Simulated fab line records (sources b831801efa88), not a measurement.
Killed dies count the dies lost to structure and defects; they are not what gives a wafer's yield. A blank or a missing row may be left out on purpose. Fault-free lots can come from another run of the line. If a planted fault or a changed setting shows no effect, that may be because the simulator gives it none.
Which tool is to blame? || flow sky130 || 14 lots (42 wafers sampled), 1 step of a 708-step route

WHAT THE GAUGES READ, wafer by wafer
No reading from a measuring or inspecting step in the record can be judged against a usual standard deviation.

WHICH TOOL RAN EACH LOT (tool, then ch and the chambers of the sampled wafers, then the start)
{"lot": "L179", "SKY_VIA1_CMP_24": "cmp-01 ch 2,3, day 33 21:10"}
{"lot": "L181", "SKY_VIA1_CMP_24": "cmp-01 ch 1,2, day 34 07:28"}
{"lot": "L182", "SKY_VIA1_CMP_24": "cmp-01 ch 0,2,3, day 34 21:17"}
{"lot": "L183", "SKY_VIA1_CMP_24": "cmp-01 ch 0,3, day 35 09:16"}
{"lot": "L186", "SKY_VIA1_CMP_24": "cmp-01 ch 0,2,3, day 36 09:26"}
{"lot": "L188", "SKY_VIA1_CMP_24": "cmp-02 ch 0,2,3, day 36 13:34"}
{"lot": "L190", "SKY_VIA1_CMP_24": "cmp-01 ch 0,2,3, day 40 00:35"}
{"lot": "L191", "SKY_VIA1_CMP_24": "cmp-01 ch 0,2,3, day 40 01:32"}
{"lot": "L192", "SKY_VIA1_CMP_24": "cmp-02 ch 1,2,3, day 40 02:36"}
{"lot": "L195", "SKY_VIA1_CMP_24": "cmp-02 ch 1,2,3, day 40 02:54"}
{"lot": "L193", "SKY_VIA1_CMP_24": "cmp-02 ch 0,1,2, day 40 04:22"}
{"lot": "L200", "SKY_VIA1_CMP_24": "cmp-01 ch 1,2,3, day 40 07:47"}
{"lot": "L201", "SKY_VIA1_CMP_24": "cmp-02 ch 0,2,3, day 40 11:10"}
{"lot": "L202", "SKY_VIA1_CMP_24": "cmp-01 ch 2,3, day 40 17:40"}
- SKY_VIA1_CMP_24: polishes, stops on SiO2, t overpolish 15 s, target thk 0 nm.

AS READ BY THE TOOLS THEMSELVES (means over the sampled wafers that have a number; for cases with no such wafer, the mark the record gives instead)
SKY_VIA1_CMP_24.
{"lot": "L179", "tool": "cmp-01", "edgeZonePressureFrac": 0.999, "headPressurePsi (psi)": 3.498, "motorCurrentA (A)": 10.3, "overpolishRunS (s)": 14.997, "timeToEndpointS (s)": 62.9}
{"lot": "L181", "tool": "cmp-01", "edgeZonePressureFrac": 0.998, "headPressurePsi (psi)": 3.499, "motorCurrentA (A)": 10.5, "overpolishRunS (s)": 15.006, "timeToEndpointS (s)": 64.1}
{"lot": "L182", "tool": "cmp-01", "edgeZonePressureFrac": 0.999, "headPressurePsi (psi)": 3.497, "motorCurrentA (A)": 11.0, "overpolishRunS (s)": 15.004, "timeToEndpointS (s)": 66.1}
{"lot": "L183", "tool": "cmp-01", "edgeZonePressureFrac": 1.000, "headPressurePsi (psi)": 3.496, "motorCurrentA (A)": 11.4, "overpolishRunS (s)": 15.002, "timeToEndpointS (s)": 68.0}
{"lot": "L186", "tool": "cmp-01", "edgeZonePressureFrac": 0.995, "headPressurePsi (psi)": 3.505, "motorCurrentA (A)": 11.2, "overpolishRunS (s)": 15.000, "timeToEndpointS (s)": 64.7}
{"lot": "L188", "tool": "cmp-02", "edgeZonePressureFrac": 1.001, "headPressurePsi (psi)": 3.495, "motorCurrentA (A)": 11.7, "overpolishRunS (s)": 15.006, "timeToEndpointS (s)": 67.2}
{"lot": "L190", "tool": "cmp-01", "edgeZonePressureFrac": 0.994, "headPressurePsi (psi)": 3.493, "motorCurrentA (A)": 10.8, "overpolishRunS (s)": 15.001, "timeToEndpointS (s)": 65.0}
{"lot": "L191", "tool": "cmp-01", "edgeZonePressureFrac": 0.999, "headPressurePsi (psi)": 3.507, "motorCurrentA (A)": 11.0, "overpolishRunS (s)": 14.998, "timeToEndpointS (s)": 64.6}
{"lot": "L192", "tool": "cmp-02", "edgeZonePressureFrac": "-", "headPressurePsi (psi)": "-", "motorCurrentA (A)": "-", "overpolishRunS (s)": "-", "timeToEndpointS (s)": "-"}
{"lot": "L195", "tool": "cmp-02", "edgeZonePressureFrac": "-", "headPressurePsi (psi)": "-", "motorCurrentA (A)": "-", "overpolishRunS (s)": "-", "timeToEndpointS (s)": "-"}
{"lot": "L193", "tool": "cmp-02", "edgeZonePressureFrac": 1.003, "headPressurePsi (psi)": 3.500, "motorCurrentA (A)": 11.1, "overpolishRunS (s)": 15.003, "timeToEndpointS (s)": 68.9}
{"lot": "L200", "tool": "cmp-01", "edgeZonePressureFrac": 0.998, "headPressurePsi (psi)": 3.502, "motorCurrentA (A)": 10.7, "overpolishRunS (s)": 14.996, "timeToEndpointS (s)": 63.0}
{"lot": "L201", "tool": "cmp-02", "edgeZonePressureFrac": 0.998, "headPressurePsi (psi)": 3.500, "motorCurrentA (A)": 11.6, "overpolishRunS (s)": 14.998, "timeToEndpointS (s)": 68.4}
{"lot": "L202", "tool": "cmp-01", "edgeZonePressureFrac": 1.006, "headPressurePsi (psi)": 3.497, "motorCurrentA (A)": 10.1, "overpolishRunS (s)": 15.004, "timeToEndpointS (s)": 63.2}

THE ANSWER, worked out from the rows above alone
Rule: the lots themselves supply what counts as usual. Put in order of their means at a reading, lots are off if they are a third of the lots or fewer, leave a main group of 4 or more, and stand apart from it by a gap of 3 or more times the standard deviation of the main group's means; of several such gaps the widest counts. Not used: any main group whose means are identical at the precision the tables above print for the reading. A lot without any number at a reading at which 4 lots or more have one is off too. Where the step has rows for the other lots, those lots are counted as sound. First the gauges in route order, then the tools' own readings, where a lot's mean is used as printed above. The first step at which some lot is off is used, and at that step the reading that is off furthest; a lot without a number counts as furthest.
Off at SKY_VIA1_CMP_24 (edgeZonePressureFrac): L192, L195. Without a number there: L192, L195. The main group: mean 0.999, standard deviation 0.0031.
A tool fits if, at that step or a process step before it, it ran every lot that is off, and no sound lot after the first of them. No candidate that was tried fits.

WHAT THE SIMULATOR PUT IN
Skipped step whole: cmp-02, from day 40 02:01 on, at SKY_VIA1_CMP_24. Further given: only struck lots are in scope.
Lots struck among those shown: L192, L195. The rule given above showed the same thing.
